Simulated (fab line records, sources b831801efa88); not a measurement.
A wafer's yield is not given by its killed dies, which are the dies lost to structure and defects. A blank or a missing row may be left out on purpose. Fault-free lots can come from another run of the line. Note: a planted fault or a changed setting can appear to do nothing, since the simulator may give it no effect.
Which tool is to blame? / flow sky130 / 6 lots, 18 wafers sampled, at 2 steps of a route of 708

WHAT THE GAUGES READ, wafer by wafer
SKY_VT_ADJUST_LVTN_TW_MEAS_10.
lot=L540; measured=day 7 11:02; on=film_metro-04; VT_ADJUST_LVTN_TW=247.1 247.5 248.2
lot=L544; measured=day 8 11:16; on=film_metro-03; VT_ADJUST_LVTN_TW=244.0 243.0 243.7
lot=L548; measured=day 9 15:04; on=film_metro-04; VT_ADJUST_LVTN_TW=303.0 303.9 303.8
lot=L551; measured=day 10 12:25; on=film_metro-01; VT_ADJUST_LVTN_TW=298.3 300.5 297.9
lot=L557; measured=day 12 01:43; on=film_metro-01; VT_ADJUST_LVTN_TW=242.2 243.9 243.6
lot=L559; measured=day 12 17:25; on=film_metro-01; VT_ADJUST_LVTN_TW=243.1 244.2 244.2

TOOL THAT RAN EACH LOT (tool first, then ch and the chambers of the sampled wafers, then the start)
lot=L540; SKY_VT_ADJUST_LVTN_IMPLANT_08=implanter-03 ch 0, day 7 10:49
lot=L544; SKY_VT_ADJUST_LVTN_IMPLANT_08=implanter-01 ch 0, day 8 11:01
lot=L548; SKY_VT_ADJUST_LVTN_IMPLANT_08=implanter-04 ch 0, day 9 14:26
lot=L551; SKY_VT_ADJUST_LVTN_IMPLANT_08=implanter-04 ch 0, day 10 11:53
lot=L557; SKY_VT_ADJUST_LVTN_IMPLANT_08=implanter-04 ch 0, day 12 01:29
lot=L559; SKY_VT_ADJUST_LVTN_IMPLANT_08=implanter-03 ch 0, day 12 17:10
- SKY_VT_ADJUST_LVTN_IMPLANT_08

THE ANSWER, worked out from the rows above alone
Rule: the usual values come from the lots themselves. The widest of any qualifying gaps counts: lots, ordered by their means at a reading, are off when they make up no more than a third of the lots, leave a main group of 4 or more, and stand apart from it by 3 or more times the standard deviation of that group's means. A main group is skipped when, at the precision printed for the reading in the tables above, its means are all equal. A lot without any number at a reading at which 4 lots or more have one is off too. Any other lot the step has rows for is counted as sound.
Off: at SKY_VT_ADJUST_LVTN_TW_MEAS_10 (VT_ADJUST_LVTN_TW), L548, L551. Main group: mean 244.6, sd 1.8.
If a tool, at a process step before that reading, ran all the lots that are off and no sound lot after the first of them, it fits. The gauges at SKY_VT_ADJUST_LVTN_TW_MEAS_10 are tried like those tools. Not one of the candidates tried fits.

WHAT THE SIMULATOR HAD PUT IN
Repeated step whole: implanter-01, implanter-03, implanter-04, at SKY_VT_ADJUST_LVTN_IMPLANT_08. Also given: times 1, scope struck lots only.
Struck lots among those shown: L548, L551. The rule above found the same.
